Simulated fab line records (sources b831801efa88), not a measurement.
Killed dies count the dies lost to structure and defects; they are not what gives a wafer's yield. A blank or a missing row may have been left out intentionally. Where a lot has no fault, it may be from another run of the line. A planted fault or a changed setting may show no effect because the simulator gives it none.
Which tool was responsible? | flow sky130 | 10 lots with 30 wafers sampled at 7 steps, on a route of 708 steps

## WHAT THE GAUGES READ, wafer by wafer
SKY_METAL2_RS_MEAS_05: a four-point-probe measurement.
lot  | measured     | on            | METAL2_ALCU_RS (ohm/sq)
L722 | day 34 15:55 | film metro-02 | 0.1253 0.1277 0.1267
L727 | day 36 12:29 | film metro-02 | 0.1256 0.1555 0.1256
L728 | day 36 16:34 | film metro-01 | 0.1253 0.1239 0.1253
L729 | day 37 05:29 | film metro-03 | 0.1276 0.1284 0.1279
L731 | day 38 00:29 | film metro-01 | 0.1549 0.1559 0.1246
L733 | day 38 04:42 | film metro-03 | 0.1275 0.1277 0.1278
L734 | day 38 11:43 | film metro-03 | 0.1272 0.1275 0.1266
L736 | day 38 14:29 | film metro-01 | 0.1251 0.1244 0.1240
L738 | day 39 12:01 | film metro-03 | 0.1287 0.1270 0.1272
L741 | day 39 23:49 | film metro-01 | 0.1266 0.1268 0.1275

SKY_METAL2_THK_MEAS_06: measures by xrf.
lot  | measured     | on            | METAL2_ALCU_THK (nm)
L722 | day 34 16:02 | film metro-02 | 251 247 250
L727 | day 36 12:35 | film metro-02 | 252 206 253
L728 | day 36 16:41 | film metro-01 | 253 255 254
L729 | day 37 05:37 | film metro-03 | 249 248 248
L731 | day 38 00:35 | film metro-01 | 206 207 255
L733 | day 38 04:49 | film metro-03 | 253 250 247
L734 | day 38 11:50 | film metro-03 | 249 251 249
L736 | day 38 14:37 | film metro-01 | 254 257 257
L738 | day 39 12:08 | film metro-03 | 246 249 249
L741 | day 39 23:55 | film metro-01 | 250 250 247

SKY_VIA2_CD_MEAS_12 targets a cd of 200 nm.
lot  | measured     | on        | cd nm (nm)
L722 | day 36 20:15 | cd sem-02 | 199.9 199.8 199.2
L727 | day 38 17:41 | cd sem-01 | 201.0 202.2 202.7
L728 | day 38 20:37 | cd sem-01 | 200.6 201.1 199.0
L729 | day 39 10:00 | cd sem-01 | 199.9 200.6 200.3
L731 | day 40 03:48 | cd sem-01 | 200.5 200.7 199.6
L733 | day 40 08:06 | cd sem-01 | 200.8 201.3 201.5
L734 | day 40 14:06 | cd sem-02 | 200.2 200.5 200.8
L736 | day 40 16:46 | cd sem-02 | 198.5 201.0 200.6
L738 | day 41 13:10 | cd sem-02 | 197.3 197.8 196.4
L741 | day 42 00:00 | cd sem-01 | 199.0 200.1 199.8

## EACH LOT AND THE TOOL THAT RAN IT (in order: tool; ch and the chambers of the sampled wafers; start)
lot  | SKY_METAL1_SPUTTER_02        | SKY_VIA1_SPUTTER_20          | SKY_METAL2_SPUTTER_02        | SKY_METAL2_METAL_ETCH_19
L722 | pvd sputter-02, day 32 08:35 | pvd sputter-03, day 34 15:06 | pvd sputter-04, day 34 15:50 | rie metal-01 ch 1, day 35 17:19
L727 | pvd sputter-04, day 34 06:29 | pvd sputter-03, day 36 11:41 | pvd sputter-04, day 36 12:22 | rie metal-01 ch 1, day 37 15:28
L728 | pvd sputter-04, day 34 12:38 | pvd sputter-03, day 36 15:47 | pvd sputter-02, day 36 16:29 | rie metal-01 ch 0, day 37 18:16
L729 | pvd sputter-01, day 34 22:38 | pvd sputter-03, day 37 04:43 | pvd sputter-03, day 37 05:24 | rie metal-02 ch 0, day 38 07:25
L731 | pvd sputter-04, day 35 18:11 | pvd sputter-01, day 37 23:40 | pvd sputter-04, day 38 00:21 | rie metal-03 ch 1, day 39 02:04
L733 | pvd sputter-04, day 35 22:32 | pvd sputter-01, day 38 03:56 | pvd sputter-03, day 38 04:37 | rie metal-01 ch 1, day 39 06:16
L734 | pvd sputter-02, day 36 04:50 | pvd sputter-01, day 38 10:57 | pvd sputter-03, day 38 11:38 | rie metal-01 ch 1, day 39 12:25
L736 | pvd sputter-02, day 36 07:37 | pvd sputter-04, day 38 13:43 | pvd sputter-02, day 38 14:24 | rie metal-01 ch 1, day 39 15:31
L738 | pvd sputter-04, day 37 05:05 | pvd sputter-01, day 39 10:08 | pvd sputter-03, day 39 11:46 | rie metal-01 ch 0,1, day 40 12:28
L741 | pvd sputter-02, day 37 19:56 | pvd sputter-01, day 39 23:00 | pvd sputter-03, day 39 23:41 | rie metal-01 ch 0,1, day 41 00:06
- SKY_METAL1_SPUTTER_02: material AlCu, target thk 250 nm, time 13.3 s.
- SKY_VIA1_SPUTTER_20: material TiN, target thk 20 nm, time 80 s.
- SKY_METAL2_SPUTTER_02: material AlCu, target thk 250 nm, time 13.3 s.
- SKY_METAL2_METAL_ETCH_19: etches the open film in Cl2/BCl3, stops on SiO2, target depth 360 nm, time 78 s.

## WHAT THE TOOLS THEMSELVES READ (means of the sampled wafers that have a number; where no wafer has one, the mark that the record gives instead)
SKY_METAL1_SPUTTER_02.
lot  | tool           | throttle valve pct (%)
L722 | pvd sputter-02 | 30.1
L727 | pvd sputter-04 | 29.5
L728 | pvd sputter-04 | 29.8
L729 | pvd sputter-01 | 30.1
L731 | pvd sputter-04 | 28.8
L733 | pvd sputter-04 | 29.7
L734 | pvd sputter-02 | 30.3
L736 | pvd sputter-02 | 29.7
L738 | pvd sputter-04 | 29.7
L741 | pvd sputter-02 | 30.0

SKY_VIA1_SPUTTER_20.
lot  | tool           | throttle valve pct (%)
L722 | pvd sputter-03 | 29.4
L727 | pvd sputter-03 | 30.1
L728 | pvd sputter-03 | 30.1
L729 | pvd sputter-03 | 28.9
L731 | pvd sputter-01 | 30.3
L733 | pvd sputter-01 | 29.8
L734 | pvd sputter-01 | 29.9
L736 | pvd sputter-04 | 30.6
L738 | pvd sputter-01 | 30.1
L741 | pvd sputter-01 | 29.5

SKY_METAL2_SPUTTER_02.
lot  | tool           | throttle valve pct (%)
L722 | pvd sputter-04 | 29.7
L727 | pvd sputter-04 | 29.8
L728 | pvd sputter-02 | 29.7
L729 | pvd sputter-03 | 30.4
L731 | pvd sputter-04 | 29.8
L733 | pvd sputter-03 | 28.7
L734 | pvd sputter-03 | 30.1
L736 | pvd sputter-02 | 29.8
L738 | pvd sputter-03 | 29.5
L741 | pvd sputter-03 | 30.0

SKY_METAL2_METAL_ETCH_19.
lot  | tool         | bcl3 flow sccm (sccm) | drypump motor current A (A) | oes product au (a.u.) | rf fwd power W (W) | throttle valve pct (%)
L722 | rie metal-01 | 30.02                 | 5.3                         | 0.855                 | 894.3              | 22.265
L727 | rie metal-01 | 29.89                 | 5.3                         | 0.843                 | 890.7              | 22.256
L728 | rie metal-01 | 29.95                 | 5.8                         | 0.858                 | 889.8              | 22.261
L729 | rie metal-02 | 29.99                 | 6.0                         | 0.856                 | 894.8              | 22.261
L731 | rie metal-03 | 29.99                 | 6.0                         | 0.833                 | 893.1              | 22.261
L733 | rie metal-01 | 29.97                 | 5.3                         | 0.854                 | 893.9              | 22.269
L734 | rie metal-01 | 30.06                 | 5.3                         | 0.853                 | 893.6              | 22.258
L736 | rie metal-01 | 30.03                 | 5.3                         | 0.859                 | 890.7              | 22.263
L738 | rie metal-01 | 30.09                 | 5.5                         | 0.852                 | 893.2              | 22.271
L741 | rie metal-01 | 29.99                 | 5.5                         | 0.852                 | 894.0              | 22.267

## THE ANSWER, worked out from the rows above alone
Rule: the lots themselves supply what counts as usual. The widest of any qualifying gaps counts: lots, ordered by their means at a reading, are off when they make up no more than a third of the lots, leave a main group of 4 or more, and stand apart from it by 3 or more times the standard deviation of that group's means. If all means in a main group match to the digits the tables above print for the reading, that group is not used. A lot without any number at a reading at which 4 lots or more have one is off too. Where the step has rows for the other lots, those lots are counted as sound. Order of review: gauges by route order, followed by the tools' own readings, for which a lot's mean as printed above is used. At the first step where some lot is off, the reading lying furthest off is the one used; lots without a number count as furthest.
Off: L727, L731, at SKY_METAL2_RS_MEAS_05 (METAL2_ALCU_RS). The main group has a mean of 0.1267 ohm/sq with a standard deviation of 0.0012.
If a tool, at a process step before that reading, ran all the lots that are off and no sound lot after the first of them, it fits. The gauges at SKY_METAL2_RS_MEAS_05 aren't tried: what is off there is off at SKY_METAL2_METAL_ETCH_19 too, on other tools, and a gauge's error can't cause that. One fits: pvd sputter-04 at SKY_METAL2_SPUTTER_02. Its last sound lot is L722 (day 34 15:50), its first lot that is off L727 (day 36 12:22): a fault that began between those two fits.

## WHAT THE SIMULATOR HAD INSERTED
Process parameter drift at SKY_METAL2_SPUTTER_02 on pvd sputter-04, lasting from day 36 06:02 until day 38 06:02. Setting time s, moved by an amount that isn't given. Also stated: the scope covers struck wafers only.
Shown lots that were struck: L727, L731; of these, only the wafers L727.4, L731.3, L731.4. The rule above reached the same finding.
